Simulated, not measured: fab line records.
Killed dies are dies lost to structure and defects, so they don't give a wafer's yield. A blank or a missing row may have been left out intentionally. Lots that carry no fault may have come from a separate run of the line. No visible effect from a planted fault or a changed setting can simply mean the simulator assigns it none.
Which of the tools did it? -- flow sfqLine -- at 1 step of a route of 325, 15 lots with 43 wafers sampled

== WHAT THE GAUGES SHOWED, per wafer ==
SFQ_M1_OVL_MEAS_911. Usual: for M1_OVL the level is 0 nm and the standard deviation is 4.6.
lot,measured,on,M1_OVL (nm),flag
L295,day 13 09:14,overlay-01,4 12 5,
L296,day 13 12:50,overlay-01,-2 1 -3,
L297,day 13 17:39,overlay-02,-1 -6 -2,
L299,day 14 09:15,overlay-01,-6 -2 -4,
L300,day 14 15:14,overlay-01,-1 5,
L302,day 15 00:50,overlay-01,4 -2,
L308,day 17 04:24,overlay-02,-3 7 -3,
L309,day 17 21:08,overlay-01,3 5 1,
L310,day 18 01:56,overlay-02,-7 -5 2,
L311,day 18 10:20,overlay-01,-1 -2 1,
L312,day 18 15:08,overlay-02,4 4 4,
L313,day 18 23:32,overlay-02,-5 5 -1,
L314,day 19 03:53,overlay-01,7 6 10,
L315,day 19 17:05,overlay-02,-1 -1 5,
L316,day 20 00:18,overlay-01,3 11 6,

== TOOL THAT RAN EACH LOT (tool first, then ch and the chambers of the sampled wafers, then the start) ==
There is no process step in the record ahead of these readings.

== AS READ BY THE TOOLS THEMSELVES (means over the sampled wafers that have a number; for cases with no such wafer, the mark the record gives instead) ==
The record holds no such reading with a usual standard deviation.

== THE ANSWER, worked out from the rows above alone ==
Rule: a lot counts as off when the mean over its wafers that have a number is more than 3 standard deviations away from the usual mean. A lot without any number at a reading at which 4 lots or more have one is off too. The other lots that the step has rows for count as sound. Order of review: gauges by route order, followed by the tools' own readings, for which a lot's mean as printed above is used. The first step at which some lot is off is used, and at that step the reading that is off furthest; a lot without a number counts as furthest.
No lot is off at any reading shown: from this, nothing can be told.

== WHAT WAS PUT IN BY THE SIMULATOR ==
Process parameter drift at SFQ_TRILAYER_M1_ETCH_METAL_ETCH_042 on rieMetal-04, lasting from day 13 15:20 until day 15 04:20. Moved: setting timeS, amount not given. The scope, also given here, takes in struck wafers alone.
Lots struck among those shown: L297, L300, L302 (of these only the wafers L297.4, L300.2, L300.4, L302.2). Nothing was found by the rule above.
